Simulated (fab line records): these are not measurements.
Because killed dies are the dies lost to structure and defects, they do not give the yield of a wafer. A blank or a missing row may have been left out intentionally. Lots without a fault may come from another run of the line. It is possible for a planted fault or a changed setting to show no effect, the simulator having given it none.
Which of the tools did it? ; flow sky130 ; 13 lots, 39 wafers sampled, at 3 steps of a route of 708

== WHAT THE GAUGES READ, wafer by wafer ==
SKY_VIA1_OVL_MEAS_13. Usual: VIA1_OVL gives -1 nm (standard deviation 5.2).
lot;measured;on;VIA1_OVL (nm);flag
L380;day 34 18:24;overlay-01;-5 -4 -2;
L381;day 35 17:50;overlay-01;3 8 0;
L382;day 35 18:57;overlay-02;-4 -7 -10;
L386;day 36 15:51;overlay-01;2 2 3;
L391;day 37 17:21;overlay-02;-2 3 3;
L392;day 37 23:48;overlay-01;-3 -8 -5;
L393;day 38 10:46;overlay-02;-4 -5 -9;
L394;day 39 13:08;overlay-01;10 9 5;
L395;day 39 15:03;overlay-01;-3 -5 -7;
L398;day 39 22:48;overlay-02;-4 -3 -6;
L400;day 40 15:03;overlay-01;8 7 11;
L401;day 40 20:02;overlay-02;7 6 2;
L402;day 40 22:09;overlay-02;4 -2 -4;

== EACH LOT AND THE TOOL THAT RAN IT (in order: tool; ch and the chambers of the sampled wafers; start) ==
lot;SKY_METAL1_SPUTTER_03;SKY_VIA1_SOFTBAKE_08
L380;pvd-sputter-01, day 32 10:24;litho-track-04 ch 0, day 34 04:00
L381;pvd-sputter-02, day 33 11:35;litho-track-04 ch 0, day 35 04:00
L382;pvd-sputter-01, day 33 11:55;litho-track-04 ch 0, day 35 05:00
L386;pvd-sputter-01, day 34 10:01;litho-track-03 ch 0, day 36 03:00
L391;pvd-sputter-01, day 35 12:46;litho-track-01 ch 0, day 37 04:00
L392;pvd-sputter-02, day 35 18:39;litho-track-01 ch 0, day 37 10:00
L393;pvd-sputter-03, day 36 06:20;litho-track-03 ch 0, day 37 22:00
L394;pvd-sputter-03, day 37 10:38;litho-track-04 ch 0, day 39 02:00
L395;pvd-sputter-03, day 37 12:02;litho-track-01 ch 0, day 39 03:00
L398;pvd-sputter-01, day 37 18:26;litho-track-01 ch 0, day 39 10:00
L400;pvd-sputter-03, day 38 12:35;litho-track-04 ch 0, day 40 03:00
L401;pvd-sputter-03, day 38 17:57;litho-track-03 ch 0, day 40 07:00
L402;pvd-sputter-02, day 38 19:52;litho-track-04 ch 0, day 40 09:00
- SKY_METAL1_SPUTTER_03: material Ti, target thk 5 nm, time 3.3 s.
- SKY_VIA1_SOFTBAKE_08: time 90 s.

== AS READ BY THE TOOLS THEMSELVES (means over the sampled wafers that have a number; for cases with no such wafer, the mark the record gives instead) ==
SKY_METAL1_SPUTTER_03. Usual: throttle-valve-pct at 30.1 %, with a standard deviation of 1.2.
lot;tool;throttle-valve-pct (%);flag
L380;pvd-sputter-01;30.2;
L381;pvd-sputter-02;30.6;
L382;pvd-sputter-01;28.7;
L386;pvd-sputter-01;30.3;
L391;pvd-sputter-01;30.3;
L392;pvd-sputter-02;29.8;
L393;pvd-sputter-03;31.2;
L394;pvd-sputter-03;31.1;
L395;pvd-sputter-03;30.8;
L398;pvd-sputter-01;30.5;
L400;pvd-sputter-03;31.0;
L401;pvd-sputter-03;30.7;
L402;pvd-sputter-02;29.0;

SKY_VIA1_SOFTBAKE_08. Usual: run-length-s at 119.10 s, with a standard deviation of 0.27.
lot;tool;run-length-s (s);flag
L380;litho-track-04;119.19;
L381;litho-track-04;123.57;OFF
L382;litho-track-04;123.62;OFF
L386;litho-track-03;119.38;
L391;litho-track-01;118.74;
L392;litho-track-01;118.79;
L393;litho-track-03;119.51;
L394;litho-track-04;119.13;
L395;litho-track-01;118.77;
L398;litho-track-01;118.80;
L400;litho-track-04;119.21;
L401;litho-track-03;119.40;
L402;litho-track-04;119.14;

== THE ANSWER, worked out from the rows above alone ==
Rule: a lot is off if the mean of its wafers that have a number lies more than 3 standard deviations from the usual mean. A lot without any number at a reading at which 4 lots or more have one is off too. All remaining lots with rows at the step are treated as sound. After the gauges, taken in route order, come the tools' own readings; for these a lot's mean is taken, as printed above. At the first step where some lot is off, the reading lying furthest off is the one used; lots without a number count as furthest.
Off: L381, L382, at SKY_VIA1_SOFTBAKE_08 (run-length-s).
A tool fits if, at that step or a process step before it, it ran every lot that is off, and no sound lot after the first of them. No candidate that was tried fits.

== WHAT THE SIMULATOR HAD INSERTED ==
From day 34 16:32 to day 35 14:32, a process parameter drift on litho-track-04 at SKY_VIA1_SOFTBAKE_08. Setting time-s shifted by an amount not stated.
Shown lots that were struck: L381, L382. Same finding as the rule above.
